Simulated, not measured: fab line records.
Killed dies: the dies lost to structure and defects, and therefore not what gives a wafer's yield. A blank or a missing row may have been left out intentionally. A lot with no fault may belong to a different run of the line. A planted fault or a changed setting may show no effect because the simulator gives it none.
Which tool is to blame? | flow gf180mcu | 13 lots, 39 wafers sampled, at 5 steps of a route of 602

== WHAT THE GAUGES READ, wafer by wafer ==
GF_VT_IMPLANT_OVL_MEAS_40.
lot  | measured     | on         | VT_IMPLANT_03_OVL (nm)
L300 | day 7 21:50  | overlay-02 | 2.1 3.5 2.1
L301 | day 8 01:11  | overlay-02 | 2.4 3.3 1.5
L303 | day 8 14:41  | overlay-02 | 1.8 0.7 1.9
L304 | day 8 21:19  | overlay-02 | 1.4 -0.7 3.2
L305 | day 9 04:48  | overlay-02 | 0.6 3.3 1.2
L306 | day 9 11:26  | overlay-02 | -0.6 1.8 1.1
L308 | day 10 10:02 | overlay-01 | 1.1 1.7 3.3
L309 | day 10 12:14 | overlay-02 | 1.3 0.6 0.8
L311 | day 11 00:09 | overlay-02 | 0.5 -1.3 -0.2
L313 | day 11 14:03 | overlay-01 | 1.6 0.7 0.1
L315 | day 11 23:20 | overlay-01 | 0.6 0.2 0.7
L316 | day 12 06:06 | overlay-02 | 1.6 1.5 1.1
L317 | day 12 14:23 | overlay-02 | 1.3 2.1 1.8

GF_POLY_GATE_THK_MEAS_01.
lot  | measured     | on            | POLY_GATE_CVD_00_THK (nm)
L300 | day 8 22:12  | film metro-02 | 202.7 203.2 201.9
L301 | day 9 02:10  | film metro-04 | 205.4 205.3 206.6
L303 | day 9 12:37  | film metro-04 | 198.0 196.7 198.2
L304 | day 9 23:32  | film metro-02 | 203.0 200.6 202.2
L305 | day 10 08:34 | film metro-02 | 202.7 202.2 201.8
L306 | day 10 18:13 | film metro-01 | 199.6 201.0 201.5
L308 | day 11 15:48 | film metro-01 | 198.6 200.2 198.7
L309 | day 11 15:48 | film metro-04 | 199.3 198.3 197.8
L311 | day 12 00:26 | film metro-01 | 199.6 200.5 200.2
L313 | day 12 19:40 | film metro-02 | 199.5 199.7 200.3
L315 | day 13 04:57 | film metro-04 | 224.3 221.4 222.7
L316 | day 13 13:22 | film metro-01 | 222.8 223.6 222.1
L317 | day 13 22:46 | film metro-01 | 218.6 220.3 219.4

GF_POLY_GATE_CD_MEAS_18.
lot  | measured     | on        | cd nm (nm)
L300 | day 9 16:25  | cd sem-02 | 278.6 280.5 279.7
L301 | day 9 23:19  | cd sem-01 | 279.7 279.6 282.4
L303 | day 10 14:16 | cd sem-02 | 281.1 282.7 278.4
L304 | day 11 00:53 | cd sem-01 | 281.0 278.4 279.5
L305 | day 11 05:38 | cd sem-02 | 279.5 279.1 277.6
L306 | day 11 12:47 | cd sem-02 | 281.6 280.1 280.0
L308 | day 12 12:31 | cd sem-02 | 279.0 277.4 278.0
L309 | day 12 12:31 | cd sem-01 | 280.6 279.5 279.4
L311 | day 13 00:47 | cd sem-01 | 282.0 281.1 280.8
L313 | day 13 20:01 | cd sem-02 | 281.1 279.6 281.4
L315 | day 14 05:39 | cd sem-01 | 281.6 282.6 280.4
L316 | day 14 12:35 | cd sem-02 | 282.1 283.0 282.4
L317 | day 14 20:51 | cd sem-01 | 281.7 285.8 282.7

== TOOL THAT RAN EACH LOT (tool first, then ch and the chambers of the sampled wafers, then the start) ==
lot  | GF_POLY_GATE_CVD_00         | GF_POLY_GATE_ETCH_12
L300 | lpcvd-01 ch 0, day 8 20:12  | rie diel-03 ch 0,1,2, day 9 14:51
L301 | lpcvd-01 ch 0, day 9 00:10  | rie diel-04 ch 0,1,2, day 9 19:42
L303 | lpcvd-02 ch 0, day 9 11:16  | rie diel-02 ch 2,3, day 10 06:11
L304 | lpcvd-01 ch 0, day 9 22:10  | rie diel-03 ch 0,1,2, day 10 17:15
L305 | lpcvd-01 ch 1, day 10 07:13 | rie diel-02 ch 0,2,3, day 11 01:33
L306 | lpcvd-01 ch 1, day 10 16:53 | rie diel-04 ch 1,3, day 11 11:12
L308 | lpcvd-02 ch 1, day 11 14:28 | rie diel-02 ch 0,2,3, day 12 10:42
L309 | lpcvd-02 ch 1, day 11 14:28 | rie diel-03 ch 1,3, day 12 10:32
L311 | lpcvd-01 ch 0, day 11 23:04 | rie diel-03 ch 0,1, day 12 19:57
L313 | lpcvd-01 ch 0, day 12 18:18 | rie diel-04 ch 0,1,2, day 13 14:41
L315 | lpcvd-01 ch 0, day 13 03:35 | rie diel-02 ch 1,2,3, day 13 23:50
L316 | lpcvd-01 ch 1, day 13 12:01 | rie diel-04 ch 0,2, day 14 09:17
L317 | lpcvd-01 ch 1, day 13 21:25 | rie diel-03 ch 0,2,3, day 14 18:51
- GF_POLY_GATE_CVD_00: deposits poly-Si, target thk 200 nm, time 1200 s.
- GF_POLY_GATE_ETCH_12: etches BARC in N2/H2.

== AS READ BY THE TOOLS THEMSELVES (means over the sampled wafers that have a number; for cases with no such wafer, the mark the record gives instead) ==
GF_POLY_GATE_CVD_00.
lot  | tool     | spike tc centre C (C) | spike tc lower C (C) | spike tc top C (C) | spike tc upper C (C) | susceptor temp C (C)
L300 | lpcvd-01 | 620.5                 | 621.3                | 635.3              | 619.6                | 620.0
L301 | lpcvd-01 | 620.7                 | 622.5                | 635.7              | 619.9                | 619.8
L303 | lpcvd-02 | 621.5                 | 620.2                | 638.4              | 619.9                | 619.9
L304 | lpcvd-01 | 621.7                 | 621.2                | 635.9              | 619.6                | 620.1
L305 | lpcvd-01 | 620.4                 | 622.0                | 637.3              | 620.4                | 620.6
L306 | lpcvd-01 | 621.0                 | 621.5                | 638.1              | 619.4                | 620.4
L308 | lpcvd-02 | 618.3                 | 620.3                | 636.4              | 620.0                | 620.0
L309 | lpcvd-02 | 618.9                 | 620.1                | 637.0              | 621.2                | 619.9
L311 | lpcvd-01 | 621.6                 | 621.1                | 636.9              | 619.0                | 620.0
L313 | lpcvd-01 | 620.3                 | 621.1                | 635.6              | 618.3                | 619.7
L315 | lpcvd-01 | 626.2                 | 625.7                | 640.6              | 624.0                | 624.5
L316 | lpcvd-01 | 625.4                 | 625.3                | 643.4              | 624.7                | 624.2
L317 | lpcvd-01 | 625.8                 | 624.9                | 643.2              | 625.4                | 624.1

GF_POLY_GATE_ETCH_12.
lot  | tool        | drypump motor current A (A) | oes product au (a.u.) | throttle valve pct (%)
L300 | rie diel-03 | 5.7                         | 0.733                 | 13.220
L301 | rie diel-04 | 6.1                         | 0.736                 | 13.214
L303 | rie diel-02 | 5.9                         | 0.734                 | 13.215
L304 | rie diel-03 | 5.6                         | 0.737                 | 13.214
L305 | rie diel-02 | 5.6                         | 0.736                 | 13.215
L306 | rie diel-04 | 6.0                         | 0.738                 | 13.206
L308 | rie diel-02 | 5.6                         | 0.735                 | 13.226
L309 | rie diel-03 | 5.4                         | 0.733                 | 13.219
L311 | rie diel-03 | 5.4                         | 0.739                 | 13.213
L313 | rie diel-04 | 6.1                         | 0.732                 | 13.204
L315 | rie diel-02 | 5.4                         | 0.735                 | 13.209
L316 | rie diel-04 | 6.3                         | 0.737                 | 13.214
L317 | rie diel-03 | 6.2                         | 0.738                 | 13.221

== THE ANSWER, worked out from the rows above alone ==
Rule: the usual values come from the lots themselves. Put in order of their means at a reading, lots are off if they are a third of the lots or fewer, leave a main group of 4 or more, and stand apart from it by a gap of 3 or more times the standard deviation of the main group's means; of several such gaps the widest counts. The tables above print the reading to a certain number of digits; a main group whose means all agree to those digits is not used. Also off: a lot with no number at a reading for which 4 or more lots have one. Where the step has rows for the other lots, those lots are counted as sound. Order of review: gauges by route order, followed by the tools' own readings, for which a lot's mean as printed above is used. The first step at which some lot is off is used, and at that step the reading that is off furthest; a lot without a number counts as furthest.
Off: at GF_POLY_GATE_THK_MEAS_01 (POLY_GATE_CVD_00_THK), L315, L316, L317. Main group: mean 200.8 nm, sd 2.3.
If a tool, at a process step before that reading, ran all the lots that are off and no sound lot after the first of them, it fits. The gauges at GF_POLY_GATE_THK_MEAS_01 aren't tried: what is off there is off at GF_POLY_GATE_CVD_00 too, on other tools, and a gauge's error can't cause that. One fits: GF_POLY_GATE_CVD_00 on lpcvd-01. Its last sound lot is L313 (day 12 18:18), its first lot that is off L315 (day 13 03:35): a fault that began between those two fits.
The tool's own readings at GF_POLY_GATE_CVD_00 bear it out: on the lots that are off they differ by more than 5 times the standard deviation of the sound lots' means. spike tc lower C reads 625.3 C there against 621.1 C on the sound lots; spike tc top C reads 642.4 C there against 636.7 C on the sound lots; spike tc upper C reads 624.7 C there against 619.7 C on the sound lots; susceptor temp C reads 624.3 C there against 620.0 C on the sound lots.

== WHAT THE SIMULATOR HAD PUT IN ==
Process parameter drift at GF_POLY_GATE_CVD_00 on lpcvd-01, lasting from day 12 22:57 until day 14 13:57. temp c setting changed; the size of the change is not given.
Struck lots among those shown: L315, L316, L317. Same finding as the rule above.
